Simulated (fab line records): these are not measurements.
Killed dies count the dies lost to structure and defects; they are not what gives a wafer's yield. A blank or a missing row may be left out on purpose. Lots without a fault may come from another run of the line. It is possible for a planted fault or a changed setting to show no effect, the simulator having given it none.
The tool behind it: which one? ; flow sky130 ; 14 lots with 41 wafers sampled at 5 steps, on a route of 708 steps

## WHAT THE GAUGES READ, wafer by wafer
SKY_SD_N_RS_MEAS_16: measures by four-point-probe.
lot;measured;on;SD_N_RS (ohm/sq)
L908;day 28 01:22;film_metro-04;68.30 68.53 68.34
L910;day 28 18:07;film_metro-04;68.65 68.85 68.62
L912;day 29 07:52;film_metro-03;68.51 68.58 68.71
L913;day 29 17:07;film_metro-03;68.55 68.51 68.62
L914;day 30 08:10;film_metro-02;68.69 68.82 68.61
L916;day 31 02:37;film_metro-03;68.65 68.46 68.52
L917;day 31 09:03;film_metro-04;68.56 68.59 68.44
L918;day 31 19:09;film_metro-02;68.26 68.41 68.39
L919;day 32 00:44;film_metro-03;68.41 68.54 68.39
L920;day 32 10:34;film_metro-02;68.68 68.53 68.84
L922;day 33 00:05;film_metro-02;68.60 68.61 68.65
L923;day 33 12:34;film_metro-04;68.38 68.58
L930;day 35 17:37;film_metro-02;68.51 68.67 68.88
L931;day 36 04:10;film_metro-04;68.56 68.38 68.60

SKY_LOCAL_INTERCONNECT_CD_MEAS_11: the cd target is 170 nm.
lot;measured;on;cd_nm (nm)
L908;day 30 12:40;cd_sem-01;168.4 168.8 171.2
L910;day 31 05:19;cd_sem-01;171.7 173.0 171.8
L912;day 31 18:29;cd_sem-02;170.4 170.4 169.7
L913;day 32 03:56;cd_sem-01;168.6 168.8 167.3
L914;day 32 18:20;cd_sem-02;171.3 171.8 172.1
L916;day 33 11:05;cd_sem-01;170.2 169.2 170.8
L917;day 33 18:25;cd_sem-01;168.8 170.1 169.0
L918;day 34 04:28;cd_sem-01;170.4 170.7 170.4
L919;day 34 09:28;cd_sem-01;171.1 171.0 170.4
L920;day 34 19:40;cd_sem-01;169.1 170.1 168.7
L922;day 35 08:08;cd_sem-01;168.7 167.8 168.7
L923;day 35 20:32;cd_sem-01;171.4 171.4
L930;day 38 01:37;cd_sem-01;168.5 169.3 170.4
L931;day 38 11:26;cd_sem-02;169.5 169.1 170.0

SKY_CONTACT_THK_MEAS_03.
lot;measured;on;CONTACT_HDPCVD_THK (nm)
L908;day 30 13:41;film_metro-04;569 561 575
L910;day 31 06:21;film_metro-01;566 556 552
L912;day 31 19:35;film_metro-02;557 570 557
L913;day 32 04:59;film_metro-02;564 553 560
L914;day 32 19:24;film_metro-02;562 576 562
L916;day 33 12:07;film_metro-01;552 561 561
L917;day 33 19:29;film_metro-01;575 566 566
L918;day 34 05:29;film_metro-02;563 569 558
L919;day 34 10:29;film_metro-02;554 555 560
L920;day 34 20:41;film_metro-04;573 563 574
L922;day 35 09:11;film_metro-02;569 552 568
L923;day 35 21:33;film_metro-02;561 540
L930;day 38 02:44;film_metro-02;561 564 567
L931;day 38 12:26;film_metro-04;562 571 566

SKY_CONTACT_CD_MEAS_14: the cd target is 170 nm.
lot;measured;on;cd_nm (nm)
L908;day 31 17:46;cd_sem-02;172.8 172.2 172.2
L910;day 32 10:52;cd_sem-02;171.9 171.3 171.3
L912;day 33 00:17;cd_sem-02;171.7 170.0 171.2
L913;day 33 09:17;cd_sem-01;170.6 169.7 169.7
L914;day 33 22:53;cd_sem-01;170.8 171.1 170.8
L916;day 34 15:56;cd_sem-02;169.5 170.8 170.3
L917;day 34 22:07;cd_sem-02;170.5 170.9 171.7
L918;day 35 08:55;cd_sem-02;168.1 169.6 169.4
L919;day 35 13:37;cd_sem-01;172.2 170.6 171.4
L920;day 35 23:22;cd_sem-02;168.7 169.2 169.3
L922;day 36 12:17;cd_sem-01;170.9 171.4 169.5
L923;day 37 01:17;cd_sem-01;173.3 173.9
L930;day 39 05:19;cd_sem-01;170.7 169.8 171.1
L931;day 39 14:01;cd_sem-01;168.7 169.7 169.2

## EACH LOT AND THE TOOL THAT RAN IT (in order: tool; ch and the chambers of the sampled wafers; start)
lot;SKY_CONTACT_HDPCVD_02
L908;hdpcvd-02 ch 0,1,2, day 30 13:37
L910;hdpcvd-02 ch 1,2, day 31 06:17
L912;hdpcvd-02 ch 0,2, day 31 19:25
L913;hdpcvd-02 ch 0,2, day 32 04:54
L914;hdpcvd-01 ch 1,2, day 32 19:19
L916;hdpcvd-01 ch 0,1,2, day 33 12:02
L917;hdpcvd-01 ch 0,1, day 33 19:25
L918;hdpcvd-01 ch 0,2, day 34 05:25
L919;hdpcvd-01 ch 0,1,2, day 34 10:25
L920;hdpcvd-02 ch 0,2, day 34 20:38
L922;hdpcvd-01 ch 0,2, day 35 09:06
L923;hdpcvd-01 ch 1,2, day 35 21:28
L930;hdpcvd-01 ch 0,2, day 38 02:40
L931;hdpcvd-02 ch 0,1,2, day 38 12:22
- SKY_CONTACT_HDPCVD_02: deposits SiO2, target thk 565 nm, time 94.2 s.

## WHAT THE TOOLS THEMSELVES READ (means of the sampled wafers that have a number; where no wafer has one, the mark that the record gives instead)
SKY_CONTACT_HDPCVD_02.
lot;tool;run_length_s (s)
L908;hdpcvd-02;121.5
L910;hdpcvd-02;122.2
L912;hdpcvd-02;121.9
L913;hdpcvd-02;121.6
L914;hdpcvd-01;122.4
L916;hdpcvd-01;122.6
L917;hdpcvd-01;122.0
L918;hdpcvd-01;122.4
L919;hdpcvd-01;121.3
L920;hdpcvd-02;122.1
L922;hdpcvd-01;121.5
L923;hdpcvd-01;120.8
L930;hdpcvd-01;122.5
L931;hdpcvd-02;122.1

## THE ANSWER, worked out from the rows above alone
Rule: usual is defined by the lots themselves. Put in order of their means at a reading, lots are off if they are a third of the lots or fewer, leave a main group of 4 or more, and stand apart from it by a gap of 3 or more times the standard deviation of the main group's means; of several such gaps the widest counts. A main group whose means are all the same, to the digits that the tables above print for the reading, isn't used. Also off: a lot with no number at a reading for which 4 or more lots have one. Where the step has rows for the other lots, those lots are counted as sound. First the gauges in route order, then the tools' own readings, where a lot's mean is used as printed above. The first step at which some lot is off is used, and at that step the reading that is off furthest; a lot without a number counts as furthest.
None of the lots is off at any reading shown; this tells nothing.

## WHAT THE SIMULATOR PUT IN
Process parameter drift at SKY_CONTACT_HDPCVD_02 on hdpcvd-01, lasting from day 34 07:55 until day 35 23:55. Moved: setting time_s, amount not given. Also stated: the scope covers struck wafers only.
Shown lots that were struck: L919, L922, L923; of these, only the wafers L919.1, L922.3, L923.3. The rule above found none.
